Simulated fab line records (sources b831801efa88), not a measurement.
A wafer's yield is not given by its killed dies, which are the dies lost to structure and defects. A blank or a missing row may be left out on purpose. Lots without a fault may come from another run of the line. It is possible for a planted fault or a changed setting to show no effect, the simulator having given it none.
Which tool did it? -- flow sky130 -- 7 lots, 21 wafers sampled, at 2 steps of a route of 708

WHAT THE GAUGES READ, wafer by wafer
SKY_SONOS_TUNNEL_TW_MEAS_12.
lot,measured,on,SONOS_TUNNEL_TW
L813,day 9 20:53,film_metro-03,199.7 199.3 200.3
L821,day 11 17:48,film_metro-02,239.0 239.0 239.4
L823,day 12 09:08,film_metro-02,240.1 239.4 241.4
L825,day 12 20:50,film_metro-03,199.4 199.4 198.8
L827,day 13 15:59,film_metro-02,196.2 196.8 196.4
L829,day 22 17:31,film_metro-02,196.2 195.4 195.6
L833,day 22 17:50,film_metro-02,196.8 194.8 196.0

WHICH TOOL RAN EACH LOT (tool, then ch and the chambers of the sampled wafers, then the start)
lot,SKY_SONOS_TUNNEL_IMPLANT_09
L813,"implanter-02 ch 0, day 9 20:28"
L821,"implanter-02 ch 0, day 11 17:04"
L823,"implanter-02 ch 0, day 12 08:23"
L825,"implanter-01 ch 0, day 12 20:23"
L827,"implanter-01 ch 0, day 13 15:34"
L829,"implanter-01 ch 0, day 22 16:56"
L833,"implanter-02 ch 0, day 22 17:25"
- SKY_SONOS_TUNNEL_IMPLANT_09

THE ANSWER, worked out from the rows above alone
Rule: the usual values come from the lots themselves. Put in order of their means at a reading, lots are off if they are a third of the lots or fewer, leave a main group of 4 or more, and stand apart from it by a gap of 3 or more times the standard deviation of the main group's means; of several such gaps the widest counts. If all means in a main group match to the digits the tables above print for the reading, that group is not used. A lot without any number at a reading at which 4 lots or more have one is off too. Where the step has rows for the other lots, those lots are counted as sound.
Off: at SKY_SONOS_TUNNEL_TW_MEAS_12 (SONOS_TUNNEL_TW), L821, L823. Mean 197.4 and standard deviation 1.7 in the main group.
A tool fits if, at a process step before that reading, it ran every lot that is off, and no sound lot after the first of them. Those tools and the gauges at SKY_SONOS_TUNNEL_TW_MEAS_12 are tried in the same way. Of those tried, none fits.

WHAT THE SIMULATOR HAD INSERTED
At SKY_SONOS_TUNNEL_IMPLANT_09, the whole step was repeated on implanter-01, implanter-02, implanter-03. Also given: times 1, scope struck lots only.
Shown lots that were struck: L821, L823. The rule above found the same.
